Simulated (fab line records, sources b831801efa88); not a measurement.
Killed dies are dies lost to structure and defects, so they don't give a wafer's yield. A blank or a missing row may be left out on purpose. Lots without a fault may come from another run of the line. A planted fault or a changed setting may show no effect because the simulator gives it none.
A struck lot beside a sound one | flow gf180mcu | 28 steps out of a route of 602
Sound: wafers L690.1, L690.5, L690.6. Struck: wafer L683.1. (L683.4, L683.6 of the same lot were not struck and are left out.) The cause comes at the end.
At each step with rows: each side's tool, then ch and its chambers, then its first start. Under that, the readings that differ: sound wafers | struck wafers | difference of the means | sigmas: that difference in standard deviations of wafers without a fault.
alike: readings whose means differ by less than 2 such deviations, and words and numbers that are the same on both sides. not compared: withheld readings, readings that some wafer has no value for, bounds like >300 that may hide the same value, and numbers for which the record gives no deviation and whose values overlap.
The two part at a step that has a row with sigmas, a row that says differs or no value, or rows on one side only. Numbers that don't overlap but have no deviation are shown without sigmas and don't part them. A reading that every wafer of one side lacks parts them only if that side has two wafers or more.

first, 8 steps without rows for these wafers: GF_M2_PEB_12 (peb time 90 s); GF_M2_DEVELOP_13 (develop time 60 s); GF_M2_METAL_ETCH_16 (etches the open film in Cl2/BCl3, stops on SiO2, target depth 627.5 nm, time 104.6 s); GF_M2_STRIP_17 (strips in O2/N2); GF_M2_STRIP_18 (strips in post etch residue remover, time 1200 s); GF_M2_CLEAN_19 (cleans in DIW); GF_V2_CVD_00 (deposits SiO2, target thk 600 nm, time 100 s); GF_V2_CVD_02 (deposits SiO2 from TEOS, target thk 850 nm, time 94.851 s).
GF_V2_CMP_04: polishes SiO2.
  sound on cmp-02 ch 0,1, day 26 02:52; struck on cmp-01 ch 0, day 24 03:41
  reading                             | sound             | struck | difference | sigmas
  motor_current_A (A)                 | 13.1 13.6 11.5    | 9.1    | -3.6       | -3
  time_to_endpoint_s (s)              | 84 92 76          | 110    | +26        | +3
  model.SiO2_of_V2_CVD_02.thk_nm (nm) | 633.4 633.2 631.7 | 707.4  | +74.6      |
  alike: retaining_ring_pressure_frac, slurry_flow_ml_min
then, 9 steps without rows for these wafers: GF_V2_DEHYDRATE_06 (time 60 s); GF_V2_HMDS_07 (prime time 60 s); GF_V2_COAT_08; GF_V2_COAT_09 (resist thk 1000 nm); GF_V2_SOFTBAKE_10 (time 60 s); GF_V2_EXPOSE_11 (exposes mask Via2, target cd 260 nm); GF_V2_PEB_12 (peb time 90 s); GF_V2_DEVELOP_13 (develop time 60 s); GF_V2_ETCH_16 (etches BARC in N2/H2).
GF_V2_ETCH_17: etches SiO2 in C4F8/O2/Ar, stops on TiN, target depth 630 nm.
  sound on rie_diel-02 ch 0,1,2; struck on rie_diel-01 ch 0
  reading                        | sound             | struck | difference | sigmas
  oes_product_au (a.u.)          | 0.859 0.862 0.860 | 0.910  | +0.050     | +11
  model.etch.depth_nm (nm)       | 633.4 633.2 631.7 | 707.4  | +74.6      |
  model.V2.feature_depth_nm (nm) | 633.4 633.2 631.7 | 707.4  | +74.6      |
then, 6 steps without rows for these wafers: GF_V2_STRIP_18 (strips in O2/N2); GF_V2_STRIP_19 (strips in post etch residue remover, time 1200 s); GF_V2_CLEAN_20 (cleans in DIW); GF_V2_SPUTTER_21 (material Ti, target thk 15 nm, time 80.02 s); GF_V2_SPUTTER_22 (material TiN, target thk 10 nm, time 40 s); GF_V2_CVD_23 (deposits W, target thk 350 nm, time 104.94 s).
GF_V2_CMP_26: polishes, stops on SiO2, t overpolish 15 s, target thk 0 nm.
  sound on cmp-02 ch 0,1, day 27 01:22; struck on cmp-01 ch 1, day 25 03:05
  reading                             | sound             | struck | difference | sigmas
  slurry_flow_ml_min                  | 150.3 150.4 149.9 | 149.2  | -1.0       | -2
  model.SiO2_of_V2_CVD_02.thk_nm (nm) | 629.6 629.5 627.9 | 703.6  | +74.6      |
  alike: motor_current_A, retaining_ring_pressure_frac
then, 1 step without rows for these wafers: GF_M3_SPUTTER_00 (material Ti, target thk 37.5 nm, time 150 s).
GF_PASSIVATION_PROBE_99:
  the record has rows for the sound wafers here (prober-02, day 34 06:19) and none for the struck ones

WHERE THEY PART
First at GF_V2_CMP_04; last, within this record, at GF_PASSIVATION_PROBE_99.

WHY: what the simulator had put in
Process parameter drift: cmp-01, from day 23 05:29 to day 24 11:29, at GF_V2_CMP_04. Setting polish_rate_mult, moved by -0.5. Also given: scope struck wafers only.
